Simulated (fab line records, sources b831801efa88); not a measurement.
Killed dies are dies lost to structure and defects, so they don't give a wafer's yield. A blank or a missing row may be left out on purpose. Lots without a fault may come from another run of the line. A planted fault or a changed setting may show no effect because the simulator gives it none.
A struck lot beside a sound one | flow sky130 | 15 steps out of a route of 708
Sound: wafers L382.1, L382.2, L382.4. Struck: wafers L390.1, L390.4, L390.5. The cause comes at the end.
At each step with rows: each side's tool, then ch and its chambers, then its first start. Under that, the readings that differ: sound wafers | struck wafers | difference of the means | sigmas: that difference in standard deviations of wafers without a fault.
alike: readings whose means differ by less than 2 such deviations, and words and numbers that are the same on both sides. not compared: withheld readings, readings that some wafer has no value for, bounds like >300 that may hide the same value, and numbers for which the record gives no deviation and whose values overlap.
The two part at a step that has a row with sigmas, a row that says differs or no value, or rows on one side only. Numbers that don't overlap but have no deviation are shown without sigmas and don't part them. A reading that every wafer of one side lacks parts them only if that side has two wafers or more.

SKY_VIA1_CMP_24: polishes, stops on SiO2, t overpolish 15 s, target thk 0 nm.
  sound on cmp-01 ch 0,1,2, day 34 12:20; struck on cmp-02 ch 1,2,3, day 37 05:02
  alike: motor_current_A, overpolish_run_s, time_to_endpoint_s
SKY_METAL2_SPUTTER_00: material Ti, target thk 15 nm, time 10 s.
  sound on pvd_sputter-03, day 34 12:38; struck on pvd_sputter-04, day 37 05:17
  alike: throttle_valve_pct
SKY_METAL2_SPUTTER_01: material TiN, target thk 20 nm, time 16.7 s.
  sound on pvd_sputter-03, day 34 12:40; struck on pvd_sputter-04, day 37 05:19
  alike: throttle_valve_pct
then, 1 step without rows for these wafers: SKY_METAL2_SPUTTER_02 (material AlCu, target thk 250 nm, time 13.3 s).
SKY_METAL2_SPUTTER_03: material Ti, target thk 5 nm, time 3.3 s.
  sound on pvd_sputter-03, day 34 12:43; struck on pvd_sputter-04, day 37 05:22
  alike: throttle_valve_pct
SKY_METAL2_SPUTTER_04: material TiN, target thk 70 nm, time 58.3 s.
  sound on pvd_sputter-03, day 34 12:44; struck on pvd_sputter-04, day 37 05:23
  alike: throttle_valve_pct
SKY_METAL2_RS_MEAS_05: measures by four-point-probe.
  sound on film_metro-04, day 34 12:46; struck on film_metro-01, day 37 05:26
  alike: METAL2_ALCU_RS
SKY_METAL2_THK_MEAS_06: measures by xrf.
  sound on film_metro-04, day 34 12:53; struck on film_metro-01, day 37 05:33
  alike: METAL2_ALCU_THK
then, 4 steps without rows for these wafers: SKY_METAL2_DEHYDRATE_07 (time 60 s); SKY_METAL2_HMDS_08 (prime time 60 s); SKY_METAL2_COAT_09 (resist thk 60 nm); SKY_METAL2_COAT_10 (resist thk 450 nm).
SKY_METAL2_SOFTBAKE_11: time 90 s.
  sound on litho_track-02 ch 0, day 35 02:00; struck on litho_track-02 ch 0, day 37 18:00
  reading                  | sound                | struck               | difference | sigmas
  heater_power_total_W (W) | 57.57 57.46 57.15    | 58.67 58.61 58.87    | +1.32      | +12
  plate_temp_C (C)         | 100.22 100.03 100.16 | 101.68 101.66 101.87 | +1.60      | +11
then, 1 step without rows for these wafers: SKY_METAL2_EXPOSE_12 (exposes mask MM2, target cd 140 nm).
-- the record jumps here: 10 days lie between the struck wafers' starts before and after (it left off in module METAL2 and takes up again in module PAD_OPEN, whose first step shown is number 708 of the route) --
SKY_PAD_OPEN_PROBE_99:
  sound on prober-01, day 46 04:29; struck on prober-01, day 48 05:47
  alike: defect_limited_yield, killed_at_M0_to_M3, killed_at_M4_up, killed_at_contacts, killed_at_front_end, killed_at_other, killed_dies, killed_open, killed_short, sort_bin_3_pad_short, sort_bin_5_function, sort_bin_6_memory, sort_bin_8_speed, sort_n_pass, sort_yield_pct

WHERE THEY PART
Only at SKY_METAL2_SOFTBAKE_11, within this record. Later steps at which nothing parts them and some readings are alike: SKY_PAD_OPEN_PROBE_99.

WHY: what the simulator had put in
Process parameter drift: litho_track-02, from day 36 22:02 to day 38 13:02, at SKY_METAL2_SOFTBAKE_11. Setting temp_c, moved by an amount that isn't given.
